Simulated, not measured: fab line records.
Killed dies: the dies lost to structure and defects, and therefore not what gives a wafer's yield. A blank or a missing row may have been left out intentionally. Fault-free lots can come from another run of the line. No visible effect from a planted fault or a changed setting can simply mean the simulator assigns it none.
Comparing a struck lot with a sound one :: flow sky130 :: 18 steps out of a route of 708
Sound: wafers L975.1, L975.4, L975.5. Struck: wafer L987.6. (L987.2, L987.5 of the same lot were not struck and are left out.) The cause comes at the end.
Per side, at each step with rows, come the tool, then ch with its chambers, and then its first start. Under that, the readings that differ: sound wafers :: struck wafers :: difference of the means :: sigmas: that difference in standard deviations of wafers without a fault.
alike: words and numbers the same on both sides, and readings whose means are apart by under 2 such deviations; not compared: readings that were withheld, readings missing a value for some wafer, numbers with overlapping values and no deviation given by the record, and bounds like >300 which may hide the same value.
A row with sigmas, a row that says differs or no value, or rows on one side alone: a step with any of these is where the two part. Non-overlapping numbers with no deviation appear without sigmas and do not part them. A reading missing from all wafers of one side parts the sides only when that side holds two or more wafers.

first, 4 steps without rows for these wafers: SKY_DNWELL_EXPOSE_04 (exposes mask DNM, target cd 3000 nm); SKY_DNWELL_PEB_05; SKY_DNWELL_DEVELOP_06 (develop time 60 s); SKY_DNWELL_IMPLANT_07.
SKY_DNWELL_STRIP_08: strips in O2/N2.
  sound on plasma_asher-02 ch 0,1, day 4 19:41; struck on plasma_asher-02 ch 1, day 7 13:32
  alike: drypump_motor_current_A, oes_product_au, strip_time_to_endpoint_s
  not compared: rf_hours_counter_h
SKY_DNWELL_TW_MEAS_09:
  struck on film_metro-02, day 7 13:39; sound on film_metro-02, day 4 19:47
  alike: DNWELL_TW
then, 6 steps without rows for these wafers: SKY_PWDE_DEHYDRATE_00 (time 60 s); SKY_PWDE_HMDS_01 (prime time 60 s); SKY_PWDE_COAT_02 (resist thk 3000 nm); SKY_PWDE_SOFTBAKE_03; SKY_PWDE_EXPOSE_04 (exposes mask PWDEM, target cd 840 nm); SKY_PWDE_PEB_05.
SKY_PWDE_DEVELOP_06: develop time 60 s.
  sound on litho_track-03 ch 0, day 5 13:00; struck on litho_track-02 ch 0, day 8 07:00
  alike: chill_plate_temp_C
SKY_PWDE_OVL_MEAS_07:
  struck on overlay-01, day 8 07:43; sound on overlay-01, day 5 13:25
  not compared: PWDE_OVL
following that, these wafers have no rows for 1 step: SKY_PWDE_IMPLANT_08.
SKY_PWDE_STRIP_09: strips in O2/N2.
  sound on plasma_asher-02 ch 0, day 5 13:37; struck on plasma_asher-02 ch 1, day 8 07:53
reading: drypump_motor_current_A (A)
sound: 6.3 6.3 6.2
struck: 5.1
difference: -1.2
sigmas: -3
  alike: oes_product_au, strip_time_to_endpoint_s
  not compared: rf_hours_counter_h
SKY_PWDE_TW_MEAS_10:
  struck on film_metro-02, day 8 08:00; sound on film_metro-02, day 5 13:43
reading: PWDE_TW
sound: 369 368 370
struck: 30
difference: -339
sigmas: -97
then, 1 step without rows for these wafers: SKY_NWELL_DEHYDRATE_03 (time 60 s).

== WHERE THEY PART ==
At SKY_PWDE_STRIP_09 first; at SKY_PWDE_TW_MEAS_10 last (within this record only).

WHY: what the simulator had put in
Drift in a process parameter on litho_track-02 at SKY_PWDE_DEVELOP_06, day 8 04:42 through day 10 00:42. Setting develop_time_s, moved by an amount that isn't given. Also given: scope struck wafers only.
